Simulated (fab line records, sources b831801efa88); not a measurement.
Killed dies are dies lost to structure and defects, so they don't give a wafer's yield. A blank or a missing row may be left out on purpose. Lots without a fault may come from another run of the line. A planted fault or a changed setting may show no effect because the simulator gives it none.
A struck lot beside a sound one | flow sky130 | 15 steps out of a route of 708
Sound: wafers L139.1, L139.5, L139.6. Struck: wafers L149.4, L149.5, L149.6. The cause comes at the end.
At each step with rows: each side's tool, then ch and its chambers, then its first start. Under that, the readings that differ: sound wafers | struck wafers | difference of the means | sigmas: that difference in standard deviations of wafers without a fault.
alike: readings whose means differ by less than 2 such deviations, and words and numbers that are the same on both sides. not compared: withheld readings, readings that some wafer has no value for, bounds like >300 that may hide the same value, and numbers for which the record gives no deviation and whose values overlap.
The two part at a step that has a row with sigmas, a row that says differs or no value, or rows on one side only. Numbers that don't overlap but have no deviation are shown without sigmas and don't part them. A reading that every wafer of one side lacks parts them only if that side has two wafers or more.

SKY_POLY_GATE_THK_MEAS_21:
  sound on film_metro-02, day 16 21:47; struck on film_metro-03, day 20 18:17
  alike: POLY_GATE_OXIDATION_THK
SKY_POLY_GATE_CD_MEAS_22:
  sound on cd_sem-01, day 16 21:50; struck on cd_sem-01, day 20 18:24
  alike: cd_nm
then, 7 steps without rows for these wafers: SKY_LDD_N_DEHYDRATE_00 (time 60 s); SKY_LDD_N_HMDS_01 (prime time 60 s); SKY_LDD_N_COAT_02 (resist thk 300 nm); SKY_LDD_N_SOFTBAKE_03 (time 60 s); SKY_LDD_N_EXPOSE_04 (exposes mask NTM, target cd 840 nm); SKY_LDD_N_PEB_05; SKY_LDD_N_DEVELOP_06 (develop time 60 s).
SKY_LDD_N_OVL_MEAS_07:
  sound on overlay-02, day 18 00:52; struck on overlay-02, day 22 01:44
  alike: LDD_N_OVL
then, 2 steps without rows for these wafers: SKY_LDD_N_IMPLANT_08; SKY_LDD_N_IMPLANT_09.
SKY_LDD_N_IMPLANT_10:
  sound on implanter-03 ch 0, day 18 01:12; struck on implanter-03 ch 0, day 22 02:08
  reading            | sound                         | struck                        | difference | sigmas
  dose_ions_cm2      | 7.518e+13 7.508e+13 7.508e+13 | 8.258e+13 8.283e+13 8.259e+13 | +7.553e+12 | +92
  faraday_current_uA | 433 416 419                   | 477 462 463                   | +45        | +5
  alike: end_station_pressure_torr
then, 1 step without rows for these wafers: SKY_LDD_N_IMPLANT_11.
-- the record jumps here: 27 days lie between the struck wafers' starts before and after (it left off in module LDD_N and takes up again in module PAD_OPEN, whose first step shown is number 708 of the route) --
SKY_PAD_OPEN_PROBE_99:
  sound on prober-02, day 46 05:23; struck on prober-02, day 48 18:07
  reading                     | sound             | struck            | difference | sigmas
  killed_at_front_end         | 7 15 8            | 22 21 19          | +11        | +2
  model.etest.tip_n.rs_ohm_sq | 447.6 447.5 442.9 | 434.6 431.9 434.4 | -12.4      |
  alike: killed_at_M0_to_M3, killed_at_M4_up, killed_at_contacts, killed_at_other, killed_dies, killed_open, killed_short

WHERE THEY PART
First at SKY_LDD_N_IMPLANT_10; last, within this record, at SKY_PAD_OPEN_PROBE_99.

WHY: what the simulator had put in
Process parameter drift: implanter-03, from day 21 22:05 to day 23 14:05, at SKY_LDD_N_IMPLANT_10. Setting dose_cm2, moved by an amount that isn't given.
